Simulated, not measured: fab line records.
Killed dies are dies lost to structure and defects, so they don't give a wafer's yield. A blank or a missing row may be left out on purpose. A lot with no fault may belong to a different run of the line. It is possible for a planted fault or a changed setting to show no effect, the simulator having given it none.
Code-filled problem report in 8D (eight disciplines) form ; flow sfq-line ; the parts of the form that need people (team, actions taken, sign-off) are left out

## 1. THE ISSUE
Wafers with no fault read 200.2 nm with a standard deviation of 1.1, whereas thk-nm at SFQ_TRILAYER_I4_METRO_MEASURE_101 reads a mean of 181.0 nm on 1 wafer of 1 lot. That is -17 standard deviations from the usual mean.
First observed at day 48 11:27: wafer L974.5, on film-metro-03. At this step, 37 wafers from 13 lots have a number in the record. Rule for "out" (also "out of limits"): further than 4 standard deviations from the usual mean. Any other wafer with a number is counted as sound.

## 2. WHAT IT IS AND WHAT IT IS NOT
question;is;is not
which readings at this step;thk-nm;-
which lots;L974;L962, L963, L964, L965, L966, L968, L970, L971, L977, L981, L984, L985
which wafers of those lots;L974.5;L974.1, L974.2
read on which tools;film-metro-03;film-metro-01, film-metro-02
when;from day 48 11:27;"up to then (26 sound wafers); but 10 sound wafers of L977, L981, L984, L985 came after"

## 3. WHAT RULES OUT EACH SUSPECT
Counting: if a tool at a process step up to the reading ran every lot that is out, it stays a suspect. Sound lots after the first of them don't rule it out here, since some wafers of a struck lot are sound.
- cmp-02 at SFQ_TRILAYER_I4_CMP_CMP_100 (polishes SiO2): kept. L974, the lot that is out, went through it at day 48 08:50; up to then, the latest sound lot through it was L970 at day 47 07:43.
- film-metro-03 at SFQ_TRILAYER_I4_METRO_MEASURE_101: kept. L974, the lot that is out, went through it at day 48 11:27; up to then, the latest sound lot through it was L971 at day 47 13:52. Out on those wafers are its own readings of thk-nm.
- In cmp-02 at SFQ_TRILAYER_I4_CMP_CMP_100, the wafers that are out were processed in chamber 3 and their sound lot-mates in chambers 0, 1.
After counting, cmp-02 at SFQ_TRILAYER_I4_CMP_CMP_100 and film-metro-03 at SFQ_TRILAYER_I4_METRO_MEASURE_101 remain.

## 4. THE CAUSE (what the simulator had put in)
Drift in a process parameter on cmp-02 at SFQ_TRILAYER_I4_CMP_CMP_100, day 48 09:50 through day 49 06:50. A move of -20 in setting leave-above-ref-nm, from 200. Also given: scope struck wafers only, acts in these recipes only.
After counting, 2 suspects remain, this tool included.

## 5. THE CHAIN OF EFFECTS, in route order
Rows list readings where the struck wafers' mean (over those with a number) sits beyond 3 standard deviations from the usual. Only readings whose record carries a usual standard deviation are examined. hours: median over the lots of the time between each lot's start at the first step of this table that gives one and its start at this step. sigmas: the change, counted in usual standard deviations.
hours;step;reading;usual;on struck wafers;change;sigmas
0;SFQ_TRILAYER_I4_METRO_MEASURE_101;thk-nm;200.2 nm;181.0;-19.2;-17
133;SFQ_TRILAYER_I4_VIA_ETCH_VIA_ETCH_106;oes-product-au;0.856 a.u.;0.803;-0.053;-11
Its process steps:
- SFQ_TRILAYER_I4_METRO_MEASURE_101
- SFQ_TRILAYER_I4_VIA_ETCH_VIA_ETCH_106: etches SiO2 in CHF3, stops on Nb, target depth 260 nm.

## 6. WHAT WOULD HAVE CAUGHT IT SOONER
In this record no reading fell out of limits until day 48 11:27, 2 hours after the fault had begun at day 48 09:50.
An alarm limit of 4 standard deviations would not have fired on the tool readings at SFQ_TRILAYER_I4_CMP_CMP_100 for which the record gives a usual standard deviation, since none of them was out on any struck wafer.
The start of SFQ_TRILAYER_I4_CMP_CMP_100 on cmp-02 came by day 48 11:27 for every one of the lots that are out (1). A hold on the tool at that time would have spared none of them.
